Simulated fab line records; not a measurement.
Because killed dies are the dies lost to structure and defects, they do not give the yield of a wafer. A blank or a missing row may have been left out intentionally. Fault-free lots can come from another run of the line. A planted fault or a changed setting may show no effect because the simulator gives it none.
What tool caused it? || flow sky130 || Sampling: 12 lots, 36 wafers, 4 of 708 route steps

== WHAT THE GAUGES READ, wafer by wafer ==
SKY_NWELL_RS_MEAS_29: measures by four-point-probe. Usual: NWELL_RS typically reads 624.7 ohm/sq, with standard deviation 1.7.
{"lot": "L487", "measured": "day 5 16:25", "on": "film metro-02", "NWELL_RS (ohm/sq)": "628.0 626.1 626.6", "flag": ""}
{"lot": "L489", "measured": "day 5 23:28", "on": "film metro-04", "NWELL_RS (ohm/sq)": "626.9 624.5 623.9", "flag": ""}
{"lot": "L490", "measured": "day 6 03:55", "on": "film metro-02", "NWELL_RS (ohm/sq)": "626.5 626.7 627.5", "flag": ""}
{"lot": "L491", "measured": "day 6 10:35", "on": "film metro-04", "NWELL_RS (ohm/sq)": "621.0 622.2 623.4", "flag": ""}
{"lot": "L495", "measured": "day 7 17:12", "on": "film metro-04", "NWELL_RS (ohm/sq)": "625.0 623.8 623.1", "flag": ""}
{"lot": "L496", "measured": "day 7 23:28", "on": "film metro-02", "NWELL_RS (ohm/sq)": "626.0 625.7 626.7", "flag": ""}
{"lot": "L497", "measured": "day 8 03:55", "on": "film metro-02", "NWELL_RS (ohm/sq)": "627.0 626.0 627.5", "flag": ""}
{"lot": "L499", "measured": "day 9 03:29", "on": "film metro-04", "NWELL_RS (ohm/sq)": "624.8 625.7 624.3", "flag": ""}
{"lot": "L502", "measured": "day 9 15:51", "on": "film metro-02", "NWELL_RS (ohm/sq)": "627.9 625.3 625.4", "flag": ""}
{"lot": "L504", "measured": "day 9 19:41", "on": "film metro-04", "NWELL_RS (ohm/sq)": "623.8 624.3 623.9", "flag": ""}
{"lot": "L505", "measured": "day 10 01:38", "on": "film metro-04", "NWELL_RS (ohm/sq)": "622.7 623.6 622.6", "flag": ""}
{"lot": "L508", "measured": "day 10 23:37", "on": "film metro-02", "NWELL_RS (ohm/sq)": "624.7 623.1 625.6", "flag": ""}

SKY_VT_ADJUST_LVTN_TW_MEAS_21. Usual: VT_ADJUST_LVTN_2_TW typically reads 188.6, with standard deviation 0.81.
{"lot": "L487", "measured": "day 8 00:51", "on": "film metro-03", "VT_ADJUST_LVTN_2_TW": "189.9 189.2 189.3", "flag": ""}
{"lot": "L489", "measured": "day 8 10:25", "on": "film metro-02", "VT_ADJUST_LVTN_2_TW": "188.4 188.7 188.9", "flag": ""}
{"lot": "L490", "measured": "day 8 16:42", "on": "film metro-03", "VT_ADJUST_LVTN_2_TW": "189.1 189.7 189.3", "flag": ""}
{"lot": "L491", "measured": "day 8 22:36", "on": "film metro-02", "VT_ADJUST_LVTN_2_TW": "188.2 188.2 188.5", "flag": ""}
{"lot": "L495", "measured": "day 10 08:58", "on": "film metro-03", "VT_ADJUST_LVTN_2_TW": "188.5 187.7 187.0", "flag": ""}
{"lot": "L496", "measured": "day 10 18:19", "on": "film metro-03", "VT_ADJUST_LVTN_2_TW": "171.1 170.9 170.4", "flag": "OFF"}
{"lot": "L497", "measured": "day 10 20:28", "on": "film metro-02", "VT_ADJUST_LVTN_2_TW": "188.1 188.0 187.8", "flag": ""}
{"lot": "L499", "measured": "day 12 02:04", "on": "film metro-02", "VT_ADJUST_LVTN_2_TW": "172.1 171.7 171.7", "flag": "OFF"}
{"lot": "L502", "measured": "day 12 13:47", "on": "film metro-02", "VT_ADJUST_LVTN_2_TW": "188.8 189.4 190.1", "flag": ""}
{"lot": "L504", "measured": "day 12 17:25", "on": "film metro-01", "VT_ADJUST_LVTN_2_TW": "188.4 189.4 188.7", "flag": ""}
{"lot": "L505", "measured": "day 12 22:39", "on": "film metro-03", "VT_ADJUST_LVTN_2_TW": "186.6 189.1 186.7", "flag": ""}
{"lot": "L508", "measured": "day 13 15:04", "on": "film metro-03", "VT_ADJUST_LVTN_2_TW": "189.7 189.5 188.2", "flag": ""}

SKY_VT_ADJUST_NCORE_CD_MEAS_07: target cd 380 nm. Usual: cd nm at 380.0 nm, with a standard deviation of 2.4.
{"lot": "L487", "measured": "day 8 21:37", "on": "cd sem-02", "cd nm (nm)": "377.5 378.3 377.9", "flag": ""}
{"lot": "L489", "measured": "day 9 06:42", "on": "cd sem-01", "cd nm (nm)": "376.7 375.6 376.5", "flag": ""}
{"lot": "L490", "measured": "day 9 14:37", "on": "cd sem-01", "cd nm (nm)": "381.3 383.5 384.4", "flag": ""}
{"lot": "L491", "measured": "day 9 19:43", "on": "cd sem-02", "cd nm (nm)": "381.3 380.6 378.9", "flag": ""}
{"lot": "L495", "measured": "day 11 07:32", "on": "cd sem-01", "cd nm (nm)": "376.5 378.3 378.6", "flag": ""}
{"lot": "L496", "measured": "day 11 17:13", "on": "cd sem-02", "cd nm (nm)": "382.3 380.6 384.1", "flag": ""}
{"lot": "L497", "measured": "day 11 18:34", "on": "cd sem-01", "cd nm (nm)": "378.8 380.5 379.4", "flag": ""}
{"lot": "L499", "measured": "day 12 23:38", "on": "cd sem-01", "cd nm (nm)": "378.8 378.6 378.5", "flag": ""}
{"lot": "L502", "measured": "day 13 08:17", "on": "cd sem-02", "cd nm (nm)": "381.3 380.2 379.9", "flag": ""}
{"lot": "L504", "measured": "day 13 11:47", "on": "cd sem-01", "cd nm (nm)": "380.3 383.2 381.3", "flag": ""}
{"lot": "L505", "measured": "day 13 16:16", "on": "cd sem-01", "cd nm (nm)": "382.2 381.8 382.6", "flag": ""}
{"lot": "L508", "measured": "day 14 12:07", "on": "cd sem-02", "cd nm (nm)": "375.7 375.7 377.4", "flag": ""}

== WHICH TOOL RAN EACH LOT (tool, then ch and the chambers of the sampled wafers, then the start) ==
{"lot": "L487", "SKY_VT_ADJUST_LVTN_IMPLANT_19": "implanter-04 ch 0, day 8 00:36"}
{"lot": "L489", "SKY_VT_ADJUST_LVTN_IMPLANT_19": "implanter-04 ch 0, day 8 10:12"}
{"lot": "L490", "SKY_VT_ADJUST_LVTN_IMPLANT_19": "implanter-04 ch 0, day 8 16:27"}
{"lot": "L491", "SKY_VT_ADJUST_LVTN_IMPLANT_19": "implanter-03 ch 0, day 8 22:21"}
{"lot": "L495", "SKY_VT_ADJUST_LVTN_IMPLANT_19": "implanter-03 ch 0, day 10 08:44"}
{"lot": "L496", "SKY_VT_ADJUST_LVTN_IMPLANT_19": "implanter-04 ch 0, day 10 18:04"}
{"lot": "L497", "SKY_VT_ADJUST_LVTN_IMPLANT_19": "implanter-01 ch 0, day 10 20:15"}
{"lot": "L499", "SKY_VT_ADJUST_LVTN_IMPLANT_19": "implanter-04 ch 0, day 12 01:50"}
{"lot": "L502", "SKY_VT_ADJUST_LVTN_IMPLANT_19": "implanter-03 ch 0, day 12 13:32"}
{"lot": "L504", "SKY_VT_ADJUST_LVTN_IMPLANT_19": "implanter-01 ch 0, day 12 17:11"}
{"lot": "L505", "SKY_VT_ADJUST_LVTN_IMPLANT_19": "implanter-01 ch 0, day 12 22:24"}
{"lot": "L508", "SKY_VT_ADJUST_LVTN_IMPLANT_19": "implanter-03 ch 0, day 13 14:49"}
- SKY_VT_ADJUST_LVTN_IMPLANT_19

== WHAT THE TOOLS THEMSELVES READ (means of the sampled wafers that have a number; where no wafer has one, the mark that the record gives instead) ==
SKY_VT_ADJUST_LVTN_IMPLANT_19. Usual: dose ions cm2 6.5e+11, standard deviation 6.9e+08; faraday current uA 3.66, standard deviation 0.077.
{"lot": "L487", "tool": "implanter-04", "dose ions cm2": 6.5e+11, "faraday current uA": 3.58, "flag": ""}
{"lot": "L489", "tool": "implanter-04", "dose ions cm2": 6.5e+11, "faraday current uA": 3.74, "flag": ""}
{"lot": "L490", "tool": "implanter-04", "dose ions cm2": 6.5e+11, "faraday current uA": 3.59, "flag": ""}
{"lot": "L491", "tool": "implanter-03", "dose ions cm2": 6.5e+11, "faraday current uA": 3.68, "flag": ""}
{"lot": "L495", "tool": "implanter-03", "dose ions cm2": 6.5e+11, "faraday current uA": 3.60, "flag": ""}
{"lot": "L496", "tool": "implanter-04", "dose ions cm2": 4.6e+11, "faraday current uA": 2.57, "flag": "OFF"}
{"lot": "L497", "tool": "implanter-01", "dose ions cm2": 6.5e+11, "faraday current uA": 3.72, "flag": ""}
{"lot": "L499", "tool": "implanter-04", "dose ions cm2": 4.6e+11, "faraday current uA": 2.58, "flag": "OFF"}
{"lot": "L502", "tool": "implanter-03", "dose ions cm2": 6.5e+11, "faraday current uA": 3.63, "flag": ""}
{"lot": "L504", "tool": "implanter-01", "dose ions cm2": 6.5e+11, "faraday current uA": 3.63, "flag": ""}
{"lot": "L505", "tool": "implanter-01", "dose ions cm2": 6.5e+11, "faraday current uA": 3.69, "flag": ""}
{"lot": "L508", "tool": "implanter-03", "dose ions cm2": 6.5e+11, "faraday current uA": 3.61, "flag": ""}

== THE ANSWER, worked out from the rows above alone ==
Rule: lot off if the mean of its wafers having a number is beyond 3 standard deviations from the usual mean. Also off: a lot with no number at a reading for which 4 or more lots have one. Where the step has rows for the other lots, those lots are counted as sound. After the gauges, taken in route order, come the tools' own readings; for these a lot's mean is taken, as printed above. At the first step where some lot is off, the reading lying furthest off is the one used; lots without a number count as furthest.
Off: at SKY_VT_ADJUST_LVTN_TW_MEAS_21 (VT_ADJUST_LVTN_2_TW), L496, L499.
If a tool, at a process step before that reading, ran all the lots that are off and no sound lot after the first of them, it fits. The gauges at SKY_VT_ADJUST_LVTN_TW_MEAS_21 aren't tried: what is off there is off at SKY_VT_ADJUST_LVTN_IMPLANT_19 too, on other tools, and a gauge's error can't cause that. One fits: implanter-04 at SKY_VT_ADJUST_LVTN_IMPLANT_19. Its last sound lot is L490 (day 8 16:27), its first lot that is off L496 (day 10 18:04): a fault that began between those two fits.
The tool's own readings at SKY_VT_ADJUST_LVTN_IMPLANT_19 bear it out: on the lots that are off they differ by more than 5 times the standard deviation of the sound lots' means. dose ions cm2 reads 4.6e+11 there against 6.5e+11 on the sound lots; faraday current uA reads 2.58 there against 3.65 on the sound lots.

== WHAT THE SIMULATOR PUT IN ==
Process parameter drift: implanter-04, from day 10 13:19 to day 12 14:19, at SKY_VT_ADJUST_LVTN_IMPLANT_19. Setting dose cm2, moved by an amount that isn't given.
Lots struck among those shown: L496, L499. The same result came from the rule above.
